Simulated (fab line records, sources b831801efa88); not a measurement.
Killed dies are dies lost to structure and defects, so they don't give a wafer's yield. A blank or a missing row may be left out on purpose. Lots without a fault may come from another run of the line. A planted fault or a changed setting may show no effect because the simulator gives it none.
A struck lot beside a sound one | flow sky130 | 17 steps out of a route of 708
Sound: wafers L878.3, L878.4, L878.5. Struck: wafers L869.1, L869.4, L869.6. The cause comes at the end.
At each step with rows: each side's tool, then ch and its chambers, then its first start. Under that, the readings that differ: sound wafers | struck wafers | difference of the means | sigmas: that difference in standard deviations of wafers without a fault.
alike: readings whose means differ by less than 2 such deviations, and words and numbers that are the same on both sides. not compared: withheld readings, readings that some wafer has no value for, bounds like >300 that may hide the same value, and numbers for which the record gives no deviation and whose values overlap.
The two part at a step that has a row with sigmas, a row that says differs or no value, or rows on one side only. Numbers that don't overlap but have no deviation are shown without sigmas and don't part them. A reading that every wafer of one side lacks parts them only if that side has two wafers or more.

first, 1 step without rows for these wafers: SKY_LDD_N_IMPLANT_15.
SKY_LDD_N_STRIP_16: strips in O2/N2.
  sound on plasma_asher-02 ch 0,1, day 24 00:47; struck on plasma_asher-03 ch 0,1, day 20 17:34
  alike: drypump_motor_current_A, oes_product_au, strip_time_to_endpoint_s
  not compared: rf_hours_counter_h
SKY_LDD_N_TW_MEAS_17:
  sound on film_metro-03, day 24 00:52; struck on film_metro-03, day 20 17:40
  alike: LDD_N_TW
then, 7 steps without rows for these wafers: SKY_LDD_P_DEHYDRATE_00 (time 60 s); SKY_LDD_P_HMDS_01 (prime time 60 s); SKY_LDD_P_COAT_02 (resist thk 1140 nm); SKY_LDD_P_SOFTBAKE_03 (time 60 s); SKY_LDD_P_EXPOSE_04 (exposes mask PSDM, target cd 380 nm); SKY_LDD_P_PEB_05; SKY_LDD_P_DEVELOP_06 (develop time 60 s).
SKY_LDD_P_CD_MEAS_07: target cd 380 nm.
  sound on cd_sem-02, day 25 07:07; struck on cd_sem-01, day 22 00:08
  alike: cd_nm
SKY_LDD_P_OVL_MEAS_08:
  sound on overlay-01, day 25 07:12; struck on overlay-01, day 22 00:15
  alike: LDD_P_OVL
SKY_LDD_P_IMPLANT_09:
  sound on implanter-03 ch 0, day 25 07:17; struck on implanter-03 ch 0, day 22 00:17
  alike: beam_energy_keV, end_station_pressure_torr
SKY_LDD_P_STRIP_10: strips in O2/N2.
  sound on plasma_asher-01 ch 0,1, day 25 07:25; struck on plasma_asher-02 ch 0,1, day 22 00:26
  alike: drypump_motor_current_A, oes_product_au, strip_time_to_endpoint_s
  not compared: rf_hours_counter_h
SKY_LDD_P_TW_MEAS_11:
  sound on film_metro-01, day 25 07:30; struck on film_metro-04, day 22 00:32
  reading  | sound             | struck            | difference | sigmas
  LDD_P_TW | 640.4 643.4 647.5 | 579.3 576.8 579.6 | -65.2      | -22
then, 1 step without rows for these wafers: SKY_LDD_HVN_DEHYDRATE_00 (time 60 s).
-- the record jumps here: 26 days lie between the struck wafers' starts before and after (it left off in module LDD_HVN and takes up again in module PAD_OPEN, whose first step shown is number 708 of the route) --
SKY_PAD_OPEN_PROBE_99:
  sound on prober-02, day 50 05:52; struck on prober-01, day 48 03:26
  reading                                     | sound                   | struck                        | difference | sigmas
  model.etest.tip_p.rs_ohm_sq_range           | 200.7 211.1 197.5       | 4016 4070 3941                | +3806      |
  model.etest.tip_p.rs_ohm_sq                 | 6710 6726 6761          | 1.059e+04 1.067e+04 1.061e+04 | +3.891e+03 |
  model.etest.tip_p.rs_ohm_sq_rim_less_centre | -123.6 67.18 4.63       | -1513 -1618 -1827             | -1635      |
  model.etest.pfet_01v8.r_on_ohm_um           | 2872 2903 2906          | 3043 2926 2972                | +87        |
  model.etest.pfet_01v8.drive_ua_um           | 195.4 192.4 191.7       | 181.6 190 187.4               | -6.8       |
  model.etest.pfet_01v8.drive_ua_um_range     | 7.914 8.159 7.938       | 13.03 15.77 12.92             | +5.90      |
  model.etest.pfet_01v8.off_log10_a_um        | -9.502 -9.531 -9.301    | -10.09 -9.902 -9.943          | -0.53      |
  model.etest.pfet_01v8.vt_sat_v (V)          | -0.5378 -0.5545 -0.5492 | -0.6284 -0.6046 -0.6184       | -0.0700    |
  alike: killed_at_M0_to_M3, killed_at_M4_up, killed_at_contacts, killed_at_front_end, killed_at_other, killed_dies, killed_open, killed_short

WHERE THEY PART
Only at SKY_LDD_P_TW_MEAS_11, within this record. Later steps at which nothing parts them and some readings are alike: SKY_PAD_OPEN_PROBE_99.

WHY: what the simulator had put in
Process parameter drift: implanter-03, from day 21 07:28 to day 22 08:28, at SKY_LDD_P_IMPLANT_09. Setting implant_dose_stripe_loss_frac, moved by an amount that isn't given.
